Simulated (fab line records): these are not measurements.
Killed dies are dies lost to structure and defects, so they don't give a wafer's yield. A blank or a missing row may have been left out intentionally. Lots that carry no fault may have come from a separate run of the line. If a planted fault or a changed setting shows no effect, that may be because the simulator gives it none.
What tool caused it? | flow sky130 | at 1 step of a route of 708, 11 lots with 33 wafers sampled

WHAT EACH GAUGE READ, for each wafer
SKY_VIA3_OVL_MEAS_13.
lot  | measured     | on         | VIA3_OVL (nm)
L539 | day 41 08:58 | overlay-02 | -1 0 0
L540 | day 41 13:47 | overlay-02 | -3 -2 -2
L542 | day 42 03:00 | overlay-01 | 5 13 2
L544 | day 42 06:32 | overlay-01 | 1 12 5
L552 | day 42 15:51 | overlay-01 | -2 -7 -3
L554 | day 47 15:32 | overlay-01 | -4 -5 -7
L556 | day 47 18:59 | overlay-01 | 2 9 9
L559 | day 47 19:41 | overlay-02 | -2 3 3
L560 | day 47 21:55 | overlay-02 | 1 -5 2
L561 | day 48 00:17 | overlay-02 | 7 9 -1
L558 | day 48 00:26 | overlay-01 | 0 -4 -3

TOOL THAT RAN EACH LOT (tool first, then ch and the chambers of the sampled wafers, then the start)
No process step before these readings appears in the record.

AS READ BY THE TOOLS THEMSELVES (means over the sampled wafers that have a number; for cases with no such wafer, the mark the record gives instead)
The record holds no such reading with a usual standard deviation.

THE ANSWER, worked out from the rows above alone
Rule: the usual values come from the lots themselves. Put in order of their means at a reading, lots are off if they are a third of the lots or fewer, leave a main group of 4 or more, and stand apart from it by a gap of 3 or more times the standard deviation of the main group's means; of several such gaps the widest counts. If all means in a main group match to the digits the tables above print for the reading, that group is not used. Also off: a lot with no number at a reading for which 4 or more lots have one. Any other lot the step has rows for is counted as sound. First the gauges in route order, then the tools' own readings, where a lot's mean is used as printed above. The first step at which some lot is off is used, and at that step the reading that is off furthest; a lot without a number counts as furthest.
No lot is off at any reading shown: from this, nothing can be told.

WHAT WAS PUT IN BY THE SIMULATOR
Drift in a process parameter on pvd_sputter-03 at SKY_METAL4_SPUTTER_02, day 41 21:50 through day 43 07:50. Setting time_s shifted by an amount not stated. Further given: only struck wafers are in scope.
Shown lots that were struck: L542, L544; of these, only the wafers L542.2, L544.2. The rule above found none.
